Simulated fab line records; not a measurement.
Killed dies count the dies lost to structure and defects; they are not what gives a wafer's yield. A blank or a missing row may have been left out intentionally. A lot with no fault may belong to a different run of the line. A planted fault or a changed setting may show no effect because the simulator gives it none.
Problem report in the 8D (eight disciplines) form, filled by code	flow gf180mcu	the parts of the form that need people (team, actions taken, sign-off) are left out

## 1. THE PROBLEM
Wafers free of any fault read 0.326 ohm/sq (standard deviation 0.0045) for V3_W_RS at GF_V3_RS_MEAS_24, against a mean of 0.195 ohm/sq on 6 wafers of 2 lots. Measured from the usual mean, that is -29 standard deviations.
The step: measures by four-point-probe.
The first sign was on wafer L881.1 at day 28 16:14, on filmMetro-03. The record holds 30 wafers of 10 lots with a number at this step. Rule for "out", or "out of limits": more than 4 standard deviations from the usual mean. Any other wafer with a number is counted as sound.

## 2. WHAT THIS IS AND IS NOT
question	is	is not
which readings at this step	V3_W_RS	-
which lots	L881, L883	L863, L866, L867, L871, L872, L873, L876, L885
which wafers of those lots	all that have a number	-
read on which gauges	filmMetro-01, filmMetro-03	filmMetro-02
when	from day 28 16:14	up to then (21 sound wafers); but 3 sound wafers of L885 came after

## 3. SUSPECTS, AND WHAT RULES EACH OUT
Counting: a tool stays on the suspect list if, at a process step up to the reading, it processed all lots that are out and no sound lot following the first of them.
- the gauge at GF_V3_RS_MEAS_24: ruled out. The wafers that are out were read on 2 gauges (filmMetro-01, filmMetro-03).
- cmp-01 at GF_V3_CMP_04 (polishes SiO2): kept. Every lot that is out went through it, starting with L881 (day 27 18:51), and after that it ran no sound lot; the last sound lot it ran before then is L873 (day 25 03:17).
- cvdW-01 at GF_V3_CVD_23 (deposits W, target thk 350 nm, time 104.9 s): kept. Every lot that is out went through it, starting with L881 (day 28 16:08), and after that it ran no sound lot; the last sound lot it ran before then is L873 (day 26 01:01). On those wafers its own readings are out: susceptorTempC.
Remaining after the count are cmp-01 at GF_V3_CMP_04 and cvdW-01 at GF_V3_CVD_23.

## 4. THE CAUSE (what the simulator had put in)
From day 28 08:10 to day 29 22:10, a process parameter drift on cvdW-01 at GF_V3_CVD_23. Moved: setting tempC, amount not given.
2 suspects survive the count, and this tool is in that group.

## 5. THE CHAIN OF EFFECTS, in route order
Each row: a reading whose mean over the struck wafers that have a number lies more than 3 standard deviations from the usual. Only readings for which the record gives a usual standard deviation are gone through. hours: the time from each lot's start at the first step in this table that gives one to its start at this step, as a median over the lots. sigmas: the change in usual standard deviations.
hours	step	reading	usual	on struck wafers	change	sigmas
0	GF_V3_CVD_23	heaterPowerOuterW	568 W	950	+382	+3.5
0	GF_V3_CVD_23	heaterPowerW	908 W	1441	+533	+3.3
0	GF_V3_CVD_23	susceptorTempC	400.01 C	446.62	+46.62	+99 or more
0	GF_V3_RS_MEAS_24	V3_W_RS	0.326 ohm/sq	0.195	-0.131	-29
0	GF_V3_CMP_26	timeToEndpointS	85 s	142	+56	+17
The process steps in it:
- GF_V3_CVD_23: deposits W, target thk 350 nm, time 104.9 s.
- GF_V3_CMP_26: polishes, stops on SiO2, t overpolish 15 s, target thk 0 nm.
Readings that are blank on the struck wafers while sound wafers have them: V3_W_THK at GF_V3_THK_MEAS_25.
At these later measuring or inspecting steps, every struck wafer for which the step has a row has a number for every such reading, and none has moved that far: GF_M4_RS_MEAS_05.

## 6. HOW IT WOULD HAVE BEEN CAUGHT EARLIER
8 hours passed between the start of the fault at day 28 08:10 and the first reading out of limits at a measuring or inspecting step in this record, taken at day 28 16:14.
Tool's own readings at GF_V3_CVD_23, susceptorTempC: out on all struck wafers the step has rows for; an alarm limit on them would have tripped on the first.
L883, from the lots that are out (2), started GF_V3_CVD_23 on cvdW-01 later than day 28 16:14. It would have been spared by a hold on the tool at that moment.
